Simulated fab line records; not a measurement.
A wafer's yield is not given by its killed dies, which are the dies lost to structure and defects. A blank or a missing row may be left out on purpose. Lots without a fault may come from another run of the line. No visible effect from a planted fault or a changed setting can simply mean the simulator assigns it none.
fab line records + flow sky130
record
- lots=6
- wafers=18
- last_day=50
route steps=708 shown VIA1@474 METAL2@483
lots that met no fault: from a run of the same line without faults
start_h: the number of hours between the record's first day and the start of the first shown wafer of the lot + wait_h: time in hours since the lot's previous step + " the same as in the row above + L1.1+2: a row that stands for several wafers + - value missing, or start not given + * or withheld: withheld + < > ~ a bound
route shown NAME@n: a module of which the file shows steps, and the number in the route of the first + usual: mean/standard deviation taken from wafers without a fault + same: alike in all rows + chamber/n: place in a boat + sites: each site's reading + _std_site: how widely they spread, as a standard deviation + _edge_site: inner sites' mean taken away from outer sites' mean + radius_mm: for every site, how far away it sits from the centre of the wafer + mask NAME#n: copy n + behind: tool/chamber where the wafer was last shaped + hold: what put the lot on hold/how long, in hours/how the hold closed + device: the transistor (n, p or np) that didn't switch + end of line: the tests these same wafers got at the end of their route + step lacking rows: just its recipe + killed: dies that structure and defects cost at the first sort, which is not the same as the wafer's yield + map: a wafer's dies, x killed, . not, _ none there
set.NAME: the setting as run; set.NAME@STEP: as run at that earlier step + model.NAME: the simulator's own value behind a step, which no gauge read
lots seen at some steps along the route; tables by step, rows by wafer
services: from which hour (start_h, from the record's first day; less than 0 if before it) a tool's chamber was out of use, for how many hours, and why
## steps
# step SKY_VIA1_STRIP_16
# recipe
- chemistry=O2/N2
- power_w=1400
- pressure_mtorr=1500
- platen_temp_c=withheld
- o2_flow_sccm=3000
- n2_flow_sccm=300
- overash_fraction=0.5
# usual
- drypump_motor_current_A=5.60/0.26
- oes_product_au=0.415/0.005
- strip_time_to_endpoint_s=4.466/0.022
# same
- overash_fraction=0.5
| lot.wafer | tool            | chamber | start_h | wait_h | drypump_motor_current_A | oes_product_au | rf_hours_counter_h | strip_time_to_endpoint_s |
|-----------|-----------------|---------|---------|--------|-------------------------|----------------|--------------------|--------------------------|
| L243.2    | plasma_asher-04 | 0       | 812.25  | 0.0    | 5.42                    | 0.420          | 34                 | 4.462                    |
| L243.3    | "               | 1       | "       | "      | 5.70                    | 0.412          | -                  | 4.452                    |
| L243.4    | "               | 0       | "       | "      | 5.43                    | 0.416          | -                  | 4.476                    |
| L244.2    | plasma_asher-03 | 1       | 824.29  | 0.0    | 5.44                    | 0.411          | 71                 | 4.453                    |
| L244.3    | "               | 0       | "       | "      | 5.21                    | 0.412          | -                  | 4.449                    |
| L244.5    | "               | 1       | "       | "      | 5.44                    | 0.422          | -                  | 4.438                    |
| L245.4    | plasma_asher-02 | 1       | 828.27  | 0.1    | 5.81                    | 0.410          | -                  | 4.462                    |
| L245.5    | "               | 1       | "       | "      | 5.82                    | 0.409          | -                  | 4.485                    |
| L245.6    | "               | 0       | "       | "      | 5.96                    | 0.418          | -                  | 4.480                    |
| L256.1    | plasma_asher-03 | 0       | 937.87  | 0.0    | 5.22                    | 0.416          | 82                 | 4.471                    |
| L256.4    | "               | 1       | "       | "      | 5.45                    | 0.416          | -                  | 4.479                    |
| L256.5    | "               | 1       | "       | "      | 5.45                    | 0.421          | -                  | 4.477                    |
| L254.1    | plasma_asher-03 | 1       | 939.44  | 0.0    | 5.43                    | 0.412          | 83                 | 4.482                    |
| L254.5    | "               | 0       | "       | "      | 5.20                    | 0.419          | -                  | 4.463                    |
| L254.6    | "               | 1       | "       | "      | 5.44                    | 0.419          | -                  | 4.471                    |
| L259.2    | plasma_asher-04 | 1       | 939.79  | 0.0    | 5.70                    | 0.413          | 47                 | 4.469                    |
| L259.4    | "               | 1       | "       | "      | 5.67                    | 0.416          | -                  | 4.458                    |
| L259.5    | "               | 0       | "       | "      | 5.43                    | 0.424          | -                  | 4.456                    |
# step SKY_VIA1_STRIP_17
# recipe
- chemistry=post_etch_residue_remover
- time_s=1200
- temp_c=72.5
# step SKY_VIA1_CLEAN_18
# recipe
- chemistry=IPA
- time_s=180
- temp_c=25
# step SKY_VIA1_CLEAN_19
# recipe
- chemistry=O3/DIW
- dry=n2_spin
# step SKY_VIA1_SPUTTER_20
# recipe
- material=TiN
- target_thk_nm=20
- chamber_pressure_pa=5
- power_w=4000
- time_s=80
# usual
- cathode_dc_power_W=4000.2/0.75
- chamber_pressure_pa=5.000/0.01
- throttle_valve_pct=31.0/1.3
| lot.wafer | tool           | chamber | start_h | wait_h | cathode_dc_power_W | chamber_pressure_pa | throttle_valve_pct |
|-----------|----------------|---------|---------|--------|--------------------|---------------------|--------------------|
| L243.2    | pvd_sputter-02 | -       | 812.86  | 0.0    | 4000.4             | 5.010               | 31.4               |
| L243.3    | "              | -       | "       | "      | 4000.7             | 5.012               | 29.4               |
| L243.4    | "              | -       | "       | "      | 4000.7             | 5.006               | 31.5               |
| L244.2    | pvd_sputter-01 | -       | 824.88  | 0.0    | 3999.9             | 5.018               | 28.8               |
| L244.3    | "              | -       | "       | "      | 4000.9             | 5.000               | 29.1               |
| L244.5    | "              | -       | "       | "      | 3999.8             | 4.992               | 29.8               |
| L245.4    | pvd_sputter-04 | -       | 828.85  | 0.0    | 4000.1             | 4.997               | 31.6               |
| L245.5    | "              | -       | "       | "      | 3999.1             | 5.004               | 30.8               |
| L245.6    | "              | -       | "       | "      | 3999.1             | 4.999               | 31.2               |
| L256.1    | pvd_sputter-04 | -       | 938.47  | 0.0    | 4000.7             | 4.982               | 34.1               |
| L256.4    | "              | -       | "       | "      | 4000.8             | 4.997               | 30.9               |
| L256.5    | "              | -       | "       | "      | 4001.1             | 5.015               | 30.5               |
| L254.1    | pvd_sputter-04 | -       | 940.03  | 0.0    | 3999.4             | 5.017               | 30.7               |
| L254.5    | "              | -       | "       | "      | 3999.8             | 5.002               | 30.7               |
| L254.6    | "              | -       | "       | "      | 4000.0             | 5.012               | 31.3               |
| L259.2    | pvd_sputter-01 | -       | 940.38  | 0.0    | 4000.5             | 5.000               | 29.0               |
| L259.4    | "              | -       | "       | "      | 3999.1             | 5.022               | 30.0               |
| L259.5    | "              | -       | "       | "      | 3999.6             | 4.981               | 28.8               |
# step SKY_VIA1_CVD_21
# recipe
- material=W
- target_thk_nm=270
- time_s=80.902
- temp_c=400
- pressure_torr=40
# usual
- chamber_pressure_Torr=39.99/0.077
- heater_power_w=864/36
| lot.wafer | tool     | chamber | start_h | wait_h | chamber_pressure_Torr | heater_power_w |
|-----------|----------|---------|---------|--------|-----------------------|----------------|
| L243.2    | cvd_w-01 | 1       | 812.92  | 0.0    | 40.02                 | 849            |
| L243.3    | "        | 1       | "       | "      | 40.14                 | 839            |
| L243.4    | "        | 0       | "       | "      | 39.92                 | 916            |
| L244.2    | cvd_w-02 | 0       | 824.94  | 0.0    | 39.98                 | 871            |
| L244.3    | "        | 0       | "       | "      | 39.98                 | 904            |
| L244.5    | "        | 1       | "       | "      | 39.96                 | 845            |
| L245.4    | cvd_w-01 | 1       | 828.94  | 0.1    | 40.03                 | 855            |
| L245.5    | "        | 0       | "       | "      | 40.15                 | 896            |
| L245.6    | "        | 1       | "       | "      | 40.09                 | 829            |
| L256.1    | cvd_w-02 | 1       | 938.53  | 0.0    | 40.01                 | 848            |
| L256.4    | "        | 1       | "       | "      | 39.91                 | 834            |
| L256.5    | "        | 1       | "       | "      | 40.07                 | 843            |
| L254.1    | cvd_w-01 | 0       | 940.09  | 0.0    | 39.96                 | 869            |
| L254.5    | "        | 1       | "       | "      | 40.11                 | 742            |
| L254.6    | "        | 0       | "       | "      | 40.12                 | 868            |
| L259.2    | cvd_w-02 | 0       | 940.44  | 0.0    | 39.99                 | 885            |
| L259.4    | "        | 1       | "       | "      | 39.75                 | 829            |
| L259.5    | "        | 1       | "       | "      | 40.03                 | 850            |
# step SKY_VIA1_RS_MEAS_22
# recipe
- thk_meas_gauge=four-point-probe
- reads=W_of_VIA1_CVD_21+TiN_of_VIA1_SPUTTER_20
# usual
- VIA1_W_RS=0.426/0.0047
| lot.wafer | tool          | chamber | start_h | wait_h | VIA1_W_RS[ohm/sq] |
|-----------|---------------|---------|---------|--------|-------------------|
| L243.2    | film_metro-03 | -       | 813.03  | 0.1    | 0.415             |
| L243.3    | "             | -       | "       | "      | 0.419             |
| L243.4    | "             | -       | "       | "      | 0.422             |
| L244.2    | film_metro-01 | -       | 825.05  | 0.1    | 0.431             |
| L244.3    | "             | -       | "       | "      | 0.434             |
| L244.5    | "             | -       | "       | "      | 0.429             |
| L245.4    | film_metro-01 | -       | 829.06  | 0.1    | 0.423             |
| L245.5    | "             | -       | "       | "      | 0.426             |
| L245.6    | "             | -       | "       | "      | 0.425             |
| L256.1    | film_metro-03 | -       | 938.62  | 0.1    | 0.426             |
| L256.4    | "             | -       | "       | "      | 0.425             |
| L256.5    | "             | -       | "       | "      | 0.422             |
| L254.1    | film_metro-03 | -       | 940.18  | 0.1    | 0.422             |
| L254.5    | "             | -       | "       | "      | 0.418             |
| L254.6    | "             | -       | "       | "      | 0.425             |
| L259.2    | film_metro-02 | -       | 940.55  | 0.1    | 0.424             |
| L259.4    | "             | -       | "       | "      | 0.421             |
| L259.5    | "             | -       | "       | "      | 0.419             |
# step SKY_VIA1_THK_MEAS_23
# recipe
- thk_meas_gauge=xrf
- reads=W_of_VIA1_CVD_21
# usual
- VIA1_W_THK=275/3.8
| lot.wafer | tool          | chamber | start_h | wait_h | VIA1_W_THK[nm] |
|-----------|---------------|---------|---------|--------|----------------|
| L243.2    | film_metro-03 | -       | 813.14  | 0.1    | 280            |
| L243.3    | "             | -       | "       | "      | 279            |
| L243.4    | "             | -       | "       | "      | 276            |
| L244.2    | film_metro-01 | -       | 825.16  | 0.1    | 275            |
| L244.3    | "             | -       | "       | "      | 271            |
| L244.5    | "             | -       | "       | "      | 274            |
| L245.4    | film_metro-01 | -       | 829.15  | 0.1    | 282            |
| L245.5    | "             | -       | "       | "      | 277            |
| L245.6    | "             | -       | "       | "      | 280            |
| L256.1    | film_metro-03 | -       | 938.74  | 0.1    | 275            |
| L256.4    | "             | -       | "       | "      | 278            |
| L256.5    | "             | -       | "       | "      | 278            |
| L254.1    | film_metro-03 | -       | 940.30  | 0.1    | 279            |
| L254.5    | "             | -       | "       | "      | 281            |
| L254.6    | "             | -       | "       | "      | 275            |
| L259.2    | film_metro-02 | -       | 940.66  | 0.1    | 275            |
| L259.4    | "             | -       | "       | "      | 277            |
| L259.5    | "             | -       | "       | "      | 278            |
# step SKY_VIA1_CMP_24
# recipe
- stop_on=SiO2
- t_overpolish_s=15
- down_force_psi=3.5
- platen_rpm=60
- target_thk_nm=0
- pad_velocity_m_s=0.94248
# step SKY_METAL2_SPUTTER_00
# recipe
- material=Ti
- target_thk_nm=15
- power_w=3000
- time_s=10
- chamber_pressure_pa=0.4
# usual
- cathode_dc_power_W=3000.0/0.51
- chamber_pressure_pa=0.3999/0.00083
- throttle_valve_pct=30.2/1.1
| lot.wafer | tool           | chamber | start_h | wait_h | cathode_dc_power_W | chamber_pressure_pa | throttle_valve_pct |
|-----------|----------------|---------|---------|--------|--------------------|---------------------|--------------------|
| L243.2    | pvd_sputter-03 | -       | 813.49  | 0.1    | 3000.3             | 0.4003              | 30.0               |
| L243.3    | "              | -       | "       | "      | 3000.7             | 0.3975              | 29.0               |
| L243.4    | "              | -       | "       | "      | 3000.0             | 0.3988              | 32.0               |
| L244.2    | pvd_sputter-02 | -       | 825.51  | 0.1    | 2999.7             | 0.3994              | 31.2               |
| L244.3    | "              | -       | "       | "      | 3000.1             | 0.3998              | 31.1               |
| L244.5    | "              | -       | "       | "      | 3000.2             | 0.4002              | 31.4               |
| L245.4    | pvd_sputter-03 | -       | 829.48  | 0.2    | 2999.9             | 0.3996              | 28.9               |
| L245.5    | "              | -       | "       | "      | 2999.8             | 0.4009              | 31.9               |
| L245.6    | "              | -       | "       | "      | 3000.4             | 0.4005              | 29.8               |
| L256.1    | pvd_sputter-01 | -       | 939.10  | 0.2    | 3000.0             | 0.4011              | 31.4               |
| L256.4    | "              | -       | "       | "      | 3000.2             | 0.3998              | 29.8               |
| L256.5    | "              | -       | "       | "      | 2999.8             | 0.4005              | 28.9               |
| L254.1    | pvd_sputter-03 | -       | 940.66  | 0.2    | 3000.3             | 0.3996              | 30.0               |
| L254.5    | "              | -       | "       | "      | 2999.6             | 0.3996              | 29.8               |
| L254.6    | "              | -       | "       | "      | 2999.5             | 0.3989              | 29.2               |
| L259.2    | pvd_sputter-03 | -       | 941.01  | 0.2    | 2999.3             | 0.4000              | 29.2               |
| L259.4    | "              | -       | "       | "      | 3000.1             | 0.4009              | 28.9               |
| L259.5    | "              | -       | "       | "      | 3000.0             | 0.3994              | 30.0               |
# step SKY_METAL2_SPUTTER_01
# recipe
- material=TiN
- target_thk_nm=20
- power_w=6500
- time_s=16.7
- chamber_pressure_pa=0.4
# step SKY_METAL2_SPUTTER_02
# recipe
- material=AlCu
- target_thk_nm=250
- power_w=10600
- time_s=13.3
- chamber_pressure_pa=0.4063
# usual
- cathode_dc_power_W=10600/2.1
- chamber_pressure_pa=0.4064/0.00076
- throttle_valve_pct=30.2/1.1
| lot.wafer | tool           | chamber | start_h | wait_h | cathode_dc_power_W | chamber_pressure_pa | throttle_valve_pct |
|-----------|----------------|---------|---------|--------|--------------------|---------------------|--------------------|
| L243.2    | pvd_sputter-03 | -       | 813.54  | 0.0    | 10596              | 0.4069              | 29.6               |
| L243.3    | "              | -       | "       | "      | 10599              | 0.4061              | 29.1               |
| L243.4    | "              | -       | "       | "      | 10597              | 0.4059              | 32.0               |
| L244.2    | pvd_sputter-02 | -       | 825.56  | 0.0    | 10596              | 0.4066              | 31.5               |
| L244.3    | "              | -       | "       | "      | 10603              | 0.4071              | 31.4               |
| L244.5    | "              | -       | "       | "      | 10599              | 0.4067              | 31.6               |
| L245.4    | pvd_sputter-03 | -       | 829.53  | 0.0    | 10604              | 0.4043              | 28.9               |
| L245.5    | "              | -       | "       | "      | 10600              | 0.4058              | 31.9               |
| L245.6    | "              | -       | "       | "      | 10599              | 0.4066              | 29.9               |
| L256.1    | pvd_sputter-01 | -       | 939.15  | 0.0    | 10598              | 0.4066              | 31.3               |
| L256.4    | "              | -       | "       | "      | 10601              | 0.4064              | 29.9               |
| L256.5    | "              | -       | "       | "      | 10599              | 0.4062              | 28.9               |
| L254.1    | pvd_sputter-03 | -       | 940.71  | 0.0    | 10599              | 0.4073              | 29.7               |
| L254.5    | "              | -       | "       | "      | 10601              | 0.4062              | 30.2               |
| L254.6    | "              | -       | "       | "      | 10599              | 0.4071              | 28.9               |
| L259.2    | pvd_sputter-03 | -       | 941.06  | 0.0    | 10599              | 0.4063              | 29.3               |
| L259.4    | "              | -       | "       | "      | 10599              | 0.4064              | 28.8               |
| L259.5    | "              | -       | "       | "      | 10604              | 0.4070              | 29.8               |
# step SKY_METAL2_SPUTTER_03
# recipe
- material=Ti
- target_thk_nm=5
- power_w=3000
- time_s=3.3
- chamber_pressure_pa=0.4
# usual
- cathode_dc_power_W=3000.0/0.53
- chamber_pressure_pa=0.4001/0.00083
- throttle_valve_pct=30.2/1.1
| lot.wafer | tool           | chamber | start_h | wait_h | cathode_dc_power_W | chamber_pressure_pa | throttle_valve_pct |
|-----------|----------------|---------|---------|--------|--------------------|---------------------|--------------------|
| L243.2    | pvd_sputter-03 | -       | 813.56  | 0.0    | 2999.5             | 0.4009              | 29.8               |
| L243.3    | "              | -       | "       | "      | 3000.0             | 0.3998              | 29.1               |
| L243.4    | "              | -       | "       | "      | 2999.4             | 0.4007              | 31.9               |
| L244.2    | pvd_sputter-02 | -       | 825.59  | 0.0    | -                  | -                   | -                  |
| L244.3    | "              | -       | "       | "      | -                  | -                   | -                  |
| L244.5    | "              | -       | "       | "      | -                  | -                   | -                  |
| L245.4    | pvd_sputter-03 | -       | 829.55  | 0.0    | -                  | -                   | -                  |
| L245.5    | "              | -       | "       | "      | -                  | -                   | -                  |
| L245.6    | "              | -       | "       | "      | -                  | -                   | -                  |
| L256.1    | pvd_sputter-01 | -       | 939.17  | 0.0    | 3001.1             | 0.3996              | 31.2               |
| L256.4    | "              | -       | "       | "      | 3000.4             | 0.4003              | 30.0               |
| L256.5    | "              | -       | "       | "      | 3000.5             | 0.3991              | 29.0               |
| L254.1    | pvd_sputter-03 | -       | 940.74  | 0.0    | 2999.4             | 0.4007              | 29.8               |
| L254.5    | "              | -       | "       | "      | 3000.8             | 0.4007              | 29.9               |
| L254.6    | "              | -       | "       | "      | 2999.6             | 0.3991              | 29.0               |
| L259.2    | pvd_sputter-03 | -       | 941.09  | 0.0    | 3000.2             | 0.3996              | 29.2               |
| L259.4    | "              | -       | "       | "      | 3000.3             | 0.4006              | 28.9               |
| L259.5    | "              | -       | "       | "      | 3000.3             | 0.4025              | 29.9               |
# step SKY_METAL2_SPUTTER_04
# recipe
- material=TiN
- target_thk_nm=70
- power_w=6500
- time_s=58.3
- chamber_pressure_pa=0.4
## services
| tool            | chamber | start_h | hours | kind       |
|-----------------|---------|---------|-------|------------|
| cvd_w-02        | -       | 789.51  | 0.6   | repair     |
| pvd_sputter-04  | -       | 794.18  | 3.7   | repair     |
| pvd_sputter-03  | -       | 807.10  | 2.2   | repair     |
| pvd_sputter-03  | -       | 823.99  | 1.6   | repair     |
| pvd_sputter-01  | -       | 827.70  | 2.4   | repair     |
| pvd_sputter-02  | -       | 844.38  | 9.1   | repair     |
| plasma_asher-03 | -       | 863.21  | 1.4   | repair     |
| cvd_w-02        | -       | 891.89  | 2.8   | pm         |
| plasma_asher-02 | -       | 897.87  | 4.4   | repair     |
| pvd_sputter-01  | -       | 897.89  | 8.7   | repair     |
| cvd_w-02        | 1       | 903.26  | 3.3   | repair     |
| cvd_w-01        | -       | 904.00  | 14.0  | pm         |
| cvd_w-01        | 0       | 904.00  | 14.0  | vent_cycle |
| cvd_w-01        | 1       | 904.00  | 14.0  | vent_cycle |
| pvd_sputter-02  | -       | 912.87  | 1.2   | repair     |
| cvd_w-01        | 0       | 918.00  | -     | clean      |
| cvd_w-01        | 1       | 918.00  | -     | clean      |
| cvd_w-01        | -       | 925.15  | 14.6  | pm         |
| pvd_sputter-03  | -       | 938.09  | 2.0   | repair     |
| pvd_sputter-02  | -       | 939.64  | 4.4   | repair     |
## key
first_sign
- step=SKY_METAL2_SPUTTER_03
- reading=tool_record
- direction=missing
effect none on later readings
met_at SKY_METAL2_SPUTTER_03
struck_wafers L244.2,L244.3,L244.5,L245.4,L245.5,L245.6
later_rows_left_out L244.2,L244.3,L244.5,L245.4,L245.5,L245.6
sort_left_out L244.2,L244.3,L244.5,L245.4,L245.5,L245.6
onset_between 813.56 825.59
fault
- kind=skipped_step_whole
- tool=pvd_sputter-02,pvd_sputter-03
- chamber=-
- onset_h=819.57
- steps=SKY_METAL2_SPUTTER_03
- scope=struck_lots_only
# sort_left_out: the simulated sort isn't trusted on such a fault, so these wafers' sort isn't shown, and their yield isn't known
# later_rows_left_out: the simulator's readings of these wafers behind a module that went badly wrong aren't trusted and aren't shown, but for the sort
